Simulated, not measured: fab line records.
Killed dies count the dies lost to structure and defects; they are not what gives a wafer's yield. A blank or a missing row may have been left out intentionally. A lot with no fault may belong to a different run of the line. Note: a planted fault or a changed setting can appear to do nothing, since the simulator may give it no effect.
A single fault, viewed from 2 desks ; flow sky130 ; each desk holds nothing but its own numbers, with what lay behind them at the end

== DESK OF THE TOOL OWNER: furnace-02 ==
The tool's own readings at SKY_GATE_OXIDE_OXIDATION_01 (stabilise 600 s, purge 300 s, target thk 10.268 nm): means of the sampled wafers that have a number, for each lot that ran on this tool. Marked OUT: a lot whose mean sits more than 4 standard deviations from the usual mean, which makes it out of limits; the brackets give that distance.
Columns: A = spike tc upper C at SKY_GATE_OXIDE_OXIDATION_01, usual 900.4 C
lot;first seen here;A
L711;day 12 23:26;901.0
L712;day 13 05:20;900.9
L714;day 13 13:28;901.5
L716;day 14 01:32;901.3
L724;day 17 09:43;900.9
L725;day 17 18:41;900.5
L726;day 18 00:32;900.5
L729;day 18 09:09;900.2
L730;day 18 16:01;901.4
L731;day 19 09:53;901.0
L732;day 19 16:52;901.2
L733;day 20 02:13;901.2
This desk found nothing out of limits on any of the 12 lots.

== AT THE METROLOGY DESK ==
Lot by lot, what the gauges showed, no matter which tool ran the lot: averages of those sampled wafers that carry a number. Marked OUT: a lot whose mean sits more than 4 standard deviations from the usual mean, which makes it out of limits; the brackets give that distance.
Columns: A = LI_CONTACT_W_THK at SKY_LI_CONTACT_THK_MEAS_23, usual 405 nm; B = LOCAL_INTERCONNECT_TIN_THK at SKY_LOCAL_INTERCONNECT_THK_MEAS_02, usual 97.2 nm
lot;first seen here;A;B
L711;day 28 23:41;414;95.1
L712;day 29 13:17;407;95.3
L714;day 29 21:27;400;97.8
L716;day 30 17:51;406;95.4
L723;day 33 21:03;396;95.8
L724;day 34 01:17;406;98.9
L725;day 34 12:00;408;96.1
L726;day 34 17:14;402;97.6
L729;day 35 00:05;407;96.8
L730;day 35 05:50;410;96.3
L731;day 35 16:14;406;98.1
L732;day 36 01:11;406;95.6
L733;day 36 07:14;413;96.8
This desk found nothing out of limits on any of the 13 lots.

== TAKEN TOGETHER ==
Nothing out of limits was seen by the tool owner's desk.
Metrology desk: nothing out of limits seen.

== WHAT HAD BEEN PUT IN BY THE SIMULATOR ==
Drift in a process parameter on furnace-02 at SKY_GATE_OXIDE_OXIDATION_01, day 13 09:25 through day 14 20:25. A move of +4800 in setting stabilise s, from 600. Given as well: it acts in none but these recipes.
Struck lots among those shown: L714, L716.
